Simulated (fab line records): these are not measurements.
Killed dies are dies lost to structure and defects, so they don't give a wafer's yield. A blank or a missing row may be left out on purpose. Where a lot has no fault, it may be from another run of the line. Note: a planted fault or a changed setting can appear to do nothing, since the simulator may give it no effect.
Code-filled problem report in 8D (eight disciplines) form || flow gf180mcu || the parts of the form that need people (team, actions taken, sign-off) are left out

## 1. THE ISSUE
Wafers without a fault read 89.20 s, standard deviation 0.2; run length s at GF_V5_SOFTBAKE_10 reads a mean of 103.62 s on 6 wafers belonging to 2 lots. That puts it +72 standard deviations away from the usual mean.
The step: time 60 s.
First seen on wafer L646.3, day 30 06:00, on litho track-03. The record holds 39 wafers of 13 lots with a number at this step. Rule for "out", or "out of limits": more than 4 standard deviations from the usual mean. All remaining wafers that have a number are taken as sound.

## 2. WHAT THIS IS AND IS NOT
{"question": "which readings at this step", "is": "run length s", "is not": "-"}
{"question": "which lots", "is": "L646, L647", "is not": "L635, L636, L637, L638, L639, L650, L651, L652, L655, L656, L657"}
{"question": "which wafers of those lots", "is": "all that have a number", "is not": "-"}
{"question": "read on which tools", "is": "litho track-03", "is not": "litho track-01, litho track-02"}
{"question": "when", "is": "from day 30 06:00", "is not": "up to then (15 sound wafers); but 18 sound wafers of L650, L651, L652, L655, L656, L657 came after"}

## 3. SUSPECTS, AND WHAT RULES EACH OUT
Counting: a tool at a process step up to the reading stays a suspect if it ran every lot that is out and no sound lot after the first of them.
- litho track-03 at GF_V5_SOFTBAKE_10 (time 60 s): kept. Every lot that is out went through it, starting with L646 (day 30 06:00), and after that it ran no sound lot; the last sound lot it ran before then is L637 (day 27 11:00). Its own run length s readings are out on those wafers.
Remaining after the count: litho track-03 at GF_V5_SOFTBAKE_10.

## 4. THE CAUSE (what the simulator had put in)
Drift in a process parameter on litho track-03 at GF_V5_SOFTBAKE_10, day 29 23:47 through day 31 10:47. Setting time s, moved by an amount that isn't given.
Counting left only this tool.

## 5. THE CHAIN OF EFFECTS, in route order
One row per reading whose mean, taken over the struck wafers that have a number, lies over 3 standard deviations from the usual. Only readings whose record carries a usual standard deviation are examined. hours: median over the lots of the time between each lot's start at the first step of this table that gives one and its start at this step. sigmas: the change, counted in usual standard deviations.
{"hours": 0, "step": "GF_V5_SOFTBAKE_10", "reading": "run length s", "usual": "89.20 s", "on struck wafers": 103.62, "change": "+14.42", "sigmas": "+72"}
Here are the process steps it includes:
- GF_V5_SOFTBAKE_10: time 60 s.

## 6. HOW IT WOULD HAVE BEEN CAUGHT EARLIER
The fault began at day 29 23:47; the first out-of-limits reading in this record came at day 30 06:00, 6 hours later.
